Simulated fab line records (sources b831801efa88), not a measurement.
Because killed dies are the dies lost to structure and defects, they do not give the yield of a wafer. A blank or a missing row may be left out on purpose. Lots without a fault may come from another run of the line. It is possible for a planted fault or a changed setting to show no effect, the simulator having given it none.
fab line records	flow sky130
record: lots: 11	wafers: 32	lastDay: 51
route steps=708 shown FIELD_ISO@5 VT_ADJUST_LVTN@107 POLY_GATE@231 PAD_OPEN@708
lots that met no fault: taken from a fault-free run of the same line
startH: the number of hours between the record's first day and the start of the first shown wafer of the lot	waitH: hours elapsed since this lot's preceding step	" as in the row above	L1.1+2: several wafers, shown together as one row	- value missing, or start not given	* or withheld: withheld	< > ~ a bound
route shown NAME@n: a module of which the file shows steps, and the number in the route of the first	usual: average and standard deviation across the fault-free wafers	same: alike in all rows	chamber/n: place in a boat	sites: readings site by site	_std_site: standard deviation across them	_edge_site: outer sites' mean less inner sites'	radiusMm: how far each site lies from the wafer's centre	mask NAME#n: copy n	behind: tool/chamber where the wafer was last shaped	hold: the reason the lot was held/the length of the hold in hours/how it ended	device: which transistor (n, p or np) failed to switch	end of line: the route-end tests of the same wafers	for a step that has no rows: nothing shown but its recipe	killed: not the wafer's yield, but the dies lost to structure and defects at the first sort	map: dies across one wafer; x = killed, . = not, _ = none there
set.NAME: setting as actually run; set.NAME@STEP: the setting as run at that earlier step	model.NAME: the simulator's own value behind a step, which no gauge read
the route's steps for a sample of lots (tables are steps, rows are wafers)
services: the hour from which a tool's chamber was out of use, counted from the record's first day as startH (under 0 if before that day), plus the number of hours and why
== steps ==
step: SKY_FIELD_ISO_THK_MEAS_04
recipe: reads: Si3N4_of_FIELD_ISO_CVD_03
usual: FIELD_ISO_CVD_03_THK: 165.1/2.2
lot.wafer	tool	chamber	startH	waitH	FIELD_ISO_CVD_03_THK[nm]
L492.2	filmMetro-02	-	16.39	0.0	163.3
L492.5	"	-	"	"	164.7
L492.6	"	-	"	"	163.4
L494.1	filmMetro-04	-	24.56	0.0	164.7
L494.5	"	-	"	"	165.9
L494.6	"	-	"	"	164.9
L495.3	filmMetro-04	-	29.98	0.0	169.5
L495.5	"	-	"	"	168.6
L495.6	"	-	"	"	167.8
L497.1	filmMetro-03	-	38.48	0.0	167.8
L497.2	"	-	"	"	167.6
L497.3	"	-	"	"	168.4
L498.1	filmMetro-02	-	44.52	0.0	163.1
L498.3	"	-	"	"	163.5
L498.4	"	-	"	"	164.0
L501.1	filmMetro-03	-	60.11	0.0	169.1
L501.5	"	-	"	"	169.6
L503.4	filmMetro-03	-	72.01	0.0	162.9
L503.5	"	-	"	"	164.2
L503.6	"	-	"	"	163.7
L510.1	filmMetro-02	-	104.74	0.0	166.1
L510.3	"	-	"	"	165.8
L510.5	"	-	"	"	166.3
L513.2	filmMetro-03	-	118.49	0.0	162.6
L513.3	"	-	"	"	162.6
L513.6	"	-	"	"	162.4
L514.4	filmMetro-04	-	123.95	0.0	162.7
L514.5	"	-	"	"	164.3
L514.6	"	-	"	"	161.8
L515.1	filmMetro-04	-	129.85	0.0	163.1
L515.3	"	-	"	"	163.3
L515.5	"	-	"	"	162.7
step: SKY_FIELD_ISO_ETCH_17
recipe: targetDepthA: 3420	maskMaterial: Si3N4	chemistry: HBr/Cl2/O2	target: Si	taperDeg: 5	icpW: 600	biasW: 150	pressureMtorr: 15	HBr_flow_sccm: 150	Cl2_flow_sccm: 40	O2_flow_sccm: 6	timeS: 97.7
usual: drypumpMotorCurrentA: 5.7/0.53	oesProductAu: 0.998/0.0068	runLengthS: 126.0/0.37	throttleValvePct: 25.657/0.01
lot.wafer	tool	chamber	startH	waitH	drypumpMotorCurrentA	oesProductAu	rfHoursCounterH	runLengthS	throttleValvePct
L492.2	rieSi-01	3	31.06	0.1	5.1	0.993	7	126.2	25.646
L492.5	"	3	"	"	5.1	0.985	-	125.9	25.653
L492.6	"	0	"	"	5.3	1.014	-	125.6	25.649
L494.1	rieSi-02	2	39.63	0.1	6.1	0.991	32	126.0	25.668
L494.5	"	1	"	"	6.5	0.998	-	126.0	25.648
L494.6	"	2	"	"	6.1	0.991	-	125.7	25.653
L495.3	rieSi-02	3	46.06	0.0	4.9	1.010	103	126.0	25.653
L495.5	"	2	"	"	6.1	0.994	-	125.8	25.657
L495.6	"	3	"	"	4.9	1.005	-	126.1	25.667
L497.1	rieSi-02	1	55.08	0.1	6.5	1.007	69	126.2	25.653
L497.2	"	2	"	"	6.1	1.002	32	125.7	25.647
L497.3	"	0	"	"	6.3	0.997	108	126.3	25.653
L498.1	rieSi-02	0	60.66	0.1	6.3	0.994	108	126.3	25.657
L498.3	"	3	"	"	4.9	1.002	103	125.9	25.649
L498.4	"	3	"	"	4.9	0.998	-	126.0	25.652
L501.1	rieSi-01	2	76.93	0.1	6.1	0.997	1	126.0	25.671
L501.5	"	1	"	"	5.6	0.993	-	126.3	25.662
L503.4	rieSi-02	1	90.38	0.0	6.5	1.004	69	126.3	25.646
L503.5	"	1	"	"	6.5	0.994	-	125.9	25.638
L503.6	"	0	"	"	6.3	1.011	-	126.5	25.653
L510.1	rieSi-01	3	123.63	0.1	5.2	0.998	8	126.0	25.666
L510.3	"	2	"	"	6.0	0.988	1	125.4	25.643
L510.5	"	1	"	"	5.6	0.987	-	126.3	25.671
L513.2	rieSi-02	3	138.51	0.1	4.9	0.998	104	126.3	25.668
L513.3	"	1	"	"	6.5	0.990	69	126.1	25.663
L513.6	"	2	"	"	6.1	0.984	-	125.7	25.666
L514.4	rieSi-02	3	144.33	0.0	4.9	1.010	104	126.7	25.651
L514.5	"	3	"	"	4.9	1.002	-	126.1	25.646
L514.6	"	0	"	"	6.3	0.995	-	126.5	25.646
L515.1	rieSi-02	1	150.43	0.1	6.5	0.988	69	126.1	25.666
L515.3	"	3	"	"	4.9	0.998	104	125.9	25.655
L515.5	"	2	"	"	6.0	0.988	-	125.9	25.658
step: SKY_VT_ADJUST_LVTN_TW_MEAS_10
usual: VT_ADJUST_LVTN_TW: 241.5/1.7
lot.wafer	tool	chamber	startH	waitH	VT_ADJUST_LVTN_TW
L492.2	filmMetro-04	-	147.57	0.1	241.0
L492.5	"	-	"	"	240.8
L492.6	"	-	"	"	241.2
L494.1	filmMetro-01	-	158.21	0.1	240.4
L494.5	"	-	"	"	238.7
L494.6	"	-	"	"	239.6
L495.3	filmMetro-01	-	168.16	0.1	240.0
L495.5	"	-	"	"	238.9
L495.6	"	-	"	"	238.6
L497.1	filmMetro-04	-	179.81	0.1	241.5
L497.2	"	-	"	"	242.3
L497.3	"	-	"	"	242.2
L498.1	filmMetro-01	-	184.88	0.1	240.4
L498.3	"	-	"	"	239.3
L498.4	"	-	"	"	240.2
L501.1	filmMetro-03	-	204.96	0.1	243.1
L501.5	"	-	"	"	243.0
L503.4	filmMetro-04	-	220.69	0.1	239.3
L503.5	"	-	"	"	239.4
L503.6	"	-	"	"	240.3
L510.1	filmMetro-03	-	263.91	0.1	244.5
L510.3	"	-	"	"	243.2
L510.5	"	-	"	"	243.9
L513.2	filmMetro-03	-	288.17	0.1	244.1
L513.3	"	-	"	"	244.2
L513.6	"	-	"	"	243.8
L514.4	filmMetro-04	-	292.91	0.1	241.7
L514.5	"	-	"	"	242.1
L514.6	"	-	"	"	242.4
L515.1	filmMetro-03	-	300.28	0.1	242.6
L515.3	"	-	"	"	241.5
L515.5	"	-	"	"	243.8
step: SKY_POLY_GATE_ETCH_17
recipe: targetDepthNm: 180	stopOn: SiO2	overEtchFrac: 0.56667	chemistry: HBr/Cl2	target: poly-Si	icpW: 400	biasW: 100	pressureMtorr: 10	HBr_flow_sccm: 150	Cl2_flow_sccm: 50	timeS: 70.5
usual: drypumpMotorCurrentA: 5.7/0.55	oesProductAu: 0.983/0.007	runLengthS: 98.8/0.38	throttleValvePct: 33.685/0.01
lot.wafer	tool	chamber	startH	waitH	drypumpMotorCurrentA	oesProductAu	rfHoursCounterH	runLengthS	throttleValvePct
L492.2	rieSi-01	3	388.63	0.0	5.1	0.990	10	98.9	33.681
L492.5	"	3	"	"	5.2	0.994	-	98.7	33.676
L492.6	"	0	"	"	5.3	0.995	-	98.5	33.671
L494.1	rieSi-02	0	403.63	0.0	6.3	0.985	1	98.9	33.692
L494.5	"	0	"	"	6.3	0.981	-	99.0	33.676
L494.6	"	1	"	"	6.5	0.989	-	98.7	33.681
L495.3	rieSi-02	2	410.36	0.0	6.1	0.980	36	98.9	33.688
L495.5	"	2	"	"	6.1	0.972	-	99.0	33.689
L495.6	"	1	"	"	6.5	0.984	-	99.1	33.670
L497.1	rieSi-02	1	425.75	0.0	6.5	0.988	72	99.3	33.684
L497.2	"	3	"	"	4.9	0.983	1	99.3	33.681
L497.3	"	2	"	"	6.1	0.983	36	99.1	33.692
L498.1	rieSi-02	3	431.64	0.0	4.9	0.987	1	99.1	33.696
L498.3	"	2	"	"	6.1	0.975	36	99.3	33.703
L498.4	"	2	"	"	6.1	0.970	-	99.4	33.686
L501.1	rieSi-02	1	457.98	0.0	6.5	0.857	0	115.0	33.691
L501.5	"	2	"	"	6.1	0.980	-	98.5	33.689
L503.4	rieSi-02	2	481.60	0.0	6.1	0.858	36	115.7	33.689
L503.5	"	3	"	"	4.9	0.974	-	99.1	33.681
L503.6	"	0	"	"	6.3	0.979	-	99.3	33.686
L510.1	rieSi-01	3	535.09	0.0	5.2	0.980	11	98.8	33.694
L510.3	"	2	"	"	6.0	0.978	5	98.7	33.688
L510.5	"	1	"	"	5.6	0.984	-	99.5	33.677
L513.2	rieSi-02	1	563.49	0.0	6.6	0.971	0	99.3	33.692
L513.3	"	0	"	"	6.3	0.979	2	98.8	33.663
L513.6	"	0	"	"	6.3	0.976	-	98.9	33.688
L514.4	rieSi-01	3	571.74	0.0	5.1	0.987	11	99.2	33.663
L514.5	"	2	"	"	6.0	0.977	-	99.0	33.664
L514.6	"	3	"	"	5.2	0.976	-	99.1	33.674
L515.1	rieSi-02	1	578.89	0.0	6.5	0.983	0	98.9	33.687
L515.3	"	3	"	"	4.9	0.965	2	99.3	33.683
L515.5	"	3	"	"	4.9	0.983	-	99.4	33.681
step: SKY_POLY_GATE_STRIP_18
recipe: chemistry: O2/N2	powerW: 1400	pressureMtorr: 1500	platenTempC: withheld	o2FlowSccm: 3000	n2FlowSccm: 300	overashFraction: 0.5
usual: drypumpMotorCurrentA: 5.5/0.38	oesProductAu: 0.362/0.0045	stripTimeToEndpointS: 3.178/0.027
lot.wafer	tool	chamber	startH	waitH	drypumpMotorCurrentA	oesProductAu	rfHoursCounterH	stripTimeToEndpointS
L492.2	plasmaAsher-04	0	388.68	0.0	5.2	0.364	55	3.181
L492.5	"	0	"	"	5.2	0.359	-	3.189
L492.6	"	1	"	"	6.1	0.362	-	3.155
L494.1	plasmaAsher-01	0	403.68	0.0	6.0	0.365	74	3.179
L494.5	"	1	"	"	5.1	0.363	-	3.173
L494.6	"	0	"	"	5.9	0.356	-	3.190
L495.3	plasmaAsher-04	0	410.44	0.1	5.2	0.363	-	3.199
L495.5	"	1	"	"	6.1	0.366	-	3.191
L495.6	"	0	"	"	5.3	0.365	-	3.207
L497.1	plasmaAsher-01	1	425.81	0.0	5.1	0.366	77	3.165
L497.2	"	0	"	"	6.0	0.366	77	3.215
L497.3	"	0	"	"	5.9	0.368	-	3.182
L498.1	plasmaAsher-04	1	431.70	0.0	6.1	0.356	59	3.181
L498.3	"	1	"	"	6.2	0.368	-	3.168
L498.4	"	0	"	"	5.2	0.363	-	3.175
L501.1	plasmaAsher-01	1	458.03	0.0	5.1	0.354	80	2.931
L501.5	"	1	"	"	5.1	0.363	-	3.175
L503.4	plasmaAsher-01	0	481.69	0.1	6.0	0.357	-	3.008
L503.5	"	0	"	"	6.0	0.363	-	3.175
L503.6	"	1	"	"	5.1	0.356	-	3.207
L510.1	plasmaAsher-01	1	535.15	0.0	5.1	0.350	89	3.159
L510.3	"	1	"	"	5.1	0.366	-	3.197
L510.5	"	1	"	"	5.1	0.363	-	3.178
L513.2	plasmaAsher-03	0	563.55	0.0	5.5	0.361	15	3.207
L513.3	"	1	"	"	5.2	0.357	-	3.249
L513.6	"	1	"	"	5.2	0.363	-	3.199
L514.4	plasmaAsher-03	0	571.83	0.1	5.4	0.356	-	3.184
L514.5	"	0	"	"	5.5	0.366	-	3.232
L514.6	"	1	"	"	5.2	0.365	-	3.191
L515.1	plasmaAsher-01	1	578.95	0.0	5.1	0.361	95	3.148
L515.3	"	1	"	"	5.1	0.364	-	3.227
L515.5	"	1	"	"	5.1	0.364	-	3.184
step: SKY_PAD_OPEN_PROBE_99
usual: killed_at_M0_to_M3: 43/6.9	killed_at_M4_up: 3.2/1.6	killedAtContacts: 25/5.1	killedAtFrontEnd: 16/4.5	killedAtOther: 0.3/0.68	killedDies: 87/8.9	killedOpen: 48/6.9	killedShort: 39/6.3
same: grossDies: 492	killedAtBackSide: 0
lot.wafer	tool	chamber	startH	waitH	killed_at_M0_to_M3	killed_at_M4_up	killedAtContacts	killedAtFrontEnd	killedAtOther	killedDies	killedOpen	killedShort
L503.4	prober-01	-	1164.98	0.2	36	3	27	12	0	78	44	34
L503.5	prober-01	-	1165.03	0.2	28	4	28	15	0	75	41	34
L503.6	prober-01	-	1165.08	0.2	36	3	26	13	0	78	48	30
killed by level:class
L503.4 CONTACT:geometricParticle:open=10 VIA1:geometricParticle:open=10 METAL2:geometricParticle:short=6 VIA2:geometricParticle:open=5 CONTACT:geometricParticle:short=5 POLY_GATE:geometricParticle:short=4 LI_CONTACT:geometricParticle:short=4 FIELD_ISO:geometricParticle:open=3
L503.5 CONTACT:geometricParticle:open=13 LI_CONTACT:geometricParticle:short=5 VIA1:geometricParticle:open=5 VIA1:geometricParticle:short=5 VIA2:geometricParticle:open=5 POLY_GATE:geometricParticle:short=4 VIA3:geometricParticle:open=4 LI_CONTACT:geometricParticle:open=4
L503.6 VIA1:geometricParticle:open=13 CONTACT:geometricParticle:open=11 VIA2:geometricParticle:open=7 CONTACT:geometricParticle:short=6 LOCAL_INTERCONNECT:geometricParticle:short=5 FIELD_ISO:geometricParticle:short=4 METAL1:geometricParticle:short=4 VIA3:geometricParticle:open=4
== services ==
tool	chamber	startH	hours	kind
rieSi-01	1	23.44	11.1	repair
rieSi-02	1	56.71	8.4	repair
plasmaAsher-04	-	67.40	2.8	pm
rieSi-02	0	103.22	17.5	repair
rieSi-02	3	116.67	3.8	repair
rieSi-01	3	127.46	3.9	repair
plasmaAsher-04	-	133.93	1.1	repair
rieSi-01	-	204.04	2.8	pm
rieSi-01	0	214.11	6.0	repair
plasmaAsher-04	-	286.27	1.5	repair
rieSi-02	0	304.66	5.8	repair
rieSi-02	3	310.60	2.3	repair
rieSi-02	-	341.32	4.3	pm
plasmaAsher-04	-	356.70	1.1	repair
rieSi-01	-	381.39	4.3	pm
plasmaAsher-01	-	381.87	4.3	pm
plasmaAsher-01	-	395.95	2.1	repair
rieSi-01	-	416.96	0.1	repair
plasmaAsher-04	-	432.84	2.8	repair
rieSi-01	0	467.93	1.3	repair
rieSi-01	3	485.68	7.3	repair
rieSi-01	-	509.02	0.1	repair
plasmaAsher-04	-	512.20	68.9	repair
rieSi-02	1	525.81	13.4	repair
== key ==
firstSign: step: SKY_POLY_GATE_ETCH_17	reading: runLengthS	direction: up	sigmas: 44	usual: *	struck: *
effect: step: SKY_POLY_GATE_ETCH_17	reading: oesProductAu	direction: down	sigmas: 18	usual: 0.983	struck: 0.857
effect: step: SKY_POLY_GATE_STRIP_18	reading: stripTimeToEndpointS	direction: down	sigmas: 7.8	usual: *	struck: *
metAt SKY_POLY_GATE_ETCH_17
struckLots L501,L503
struckWafers L501.1,L503.4
testerLeftOut L501,L503
notActingAt SKY_FIELD_ISO_THK_MEAS_04,SKY_FIELD_ISO_ETCH_17,SKY_VT_ADJUST_LVTN_TW_MEAS_10
onsetBetween 431.64 457.98
fault: kind: processParameterDrift	tool: rieSi-02	chamber: -	onsetH: 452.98	steps: SKY_POLY_GATE_ETCH_17	channel: timeS	offset: *	shape: step	endH: 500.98	scope: struckWafersOnly	actsIn: *	stated: *
testerLeftOut: of these lots the tester's yield and bins aren't shown, on N5 and GAA mostly nor the transistor test; their killed dies are dies lost to structure and defects alone, not to doping, threshold or leakage, so they don't give the yield
